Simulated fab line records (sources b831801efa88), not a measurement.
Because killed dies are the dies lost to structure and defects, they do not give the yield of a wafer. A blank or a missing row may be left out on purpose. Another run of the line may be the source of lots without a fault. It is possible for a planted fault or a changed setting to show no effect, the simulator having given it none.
Struck lot and sound lot, side by side | flow gf180mcu | 16 steps out of a route of 602
Sound: the wafers L580.1, L580.3, L580.4. Struck: wafer L572.2. (L572.3, L572.5 of the same lot were not struck and are left out.) The cause comes at the end.
Each step with rows lists, per side, the tool, then ch with its chambers, then its first start. Under that, the readings that differ: sound wafers | struck wafers | difference of the means | sigmas: that difference in standard deviations of wafers without a fault.
alike: readings whose means differ by less than 2 such deviations, and words and numbers that are the same on both sides. not compared: withheld readings, readings that some wafer has no value for, bounds like >300 that may hide the same value, and numbers for which the record gives no deviation and whose values overlap.
Wherever a step has rows on one side only, a row that says differs or no value, or a row with sigmas, the two part there. Numbers that have no deviation but don't overlap get no sigmas and don't part them. A reading that every wafer of one side lacks parts them only if that side has two wafers or more.

GF_POLY_GATE_ETCH_13: etches poly-Si in HBr/Cl2, stops on SiO2, target depth 198.5 nm, time 69.6 s.
  sound on rie si-02 ch 0,1,2, day 14 05:04; struck on rie si-02 ch 1, day 12 00:22
  alike: drypump motor current A, oes product au, throttle valve pct
  not compared: rf hours counter h
GF_POLY_GATE_STRIP_14: strips in O2/N2.
  sound on plasma asher-02 ch 0,1, day 14 05:07; struck on plasma asher-02 ch 0, day 12 00:25
  alike: drypump motor current A, heater power w, oes product au
  not compared: rf hours counter h
then, 2 steps without rows for these wafers: GF_POLY_GATE_CLEAN_15 (cleans in SC1/SC2, time 150 s); GF_POLY_GATE_OXIDATION_16 (stabilise 600 s, purge 300 s, target thk 4 nm).
GF_POLY_GATE_THK_MEAS_17:
  sound: film metro-01 at day 14 06:31; struck: film metro-04 at day 12 01:50
  reading                      | sound          | struck | difference | sigmas
  POLY_GATE_OXIDATION_THK (nm) | 4.03 4.12 4.06 | 3.93   | -0.14      | -2
GF_POLY_GATE_CD_MEAS_18:
  sound: cd sem-01 at day 14 06:35; struck: cd sem-01 at day 12 01:55
  alike: cd nm
then, 6 steps without rows for these wafers: GF_HV_LDD_DEHYDRATE_00 (time 60 s); GF_HV_LDD_HMDS_01 (prime time 60 s); GF_HV_LDD_COAT_02 (resist thk 1000 nm); GF_HV_LDD_SOFTBAKE_03 (time 60 s); GF_HV_LDD_EXPOSE_04 (exposes mask Nplus LV AREA, target cd 400 nm); GF_HV_LDD_PEB_05.
GF_HV_LDD_DEVELOP_06: develop time 60 s.
  sound on litho track-02 ch 0, day 15 03:39; struck on litho track-01 ch 0, day 12 20:59
  alike: resist line temp C
GF_HV_LDD_CD_MEAS_07 targets a cd of 400 nm.
  sound: cd sem-01 at day 15 03:48; struck: cd sem-02 at day 12 21:08
  reading    | sound             | struck | difference | sigmas
  cd nm (nm) | 398.3 400.0 398.8 | 438.8  | +39.8      | +16
GF_HV_LDD_OVL_MEAS_08:
  sound: overlay-01 at day 15 03:55; struck: overlay-02 at day 12 21:14
  alike: HV_LDD_OVL
GF_PASSIVATION_PROBE_99:
  the record has rows for the sound wafers here (prober-02, day 33 15:50) and none for the struck ones

## WHERE THEY PART
First at GF_POLY_GATE_THK_MEAS_17; last, within this record, at GF_PASSIVATION_PROBE_99.

WHY: whatever the simulator had introduced
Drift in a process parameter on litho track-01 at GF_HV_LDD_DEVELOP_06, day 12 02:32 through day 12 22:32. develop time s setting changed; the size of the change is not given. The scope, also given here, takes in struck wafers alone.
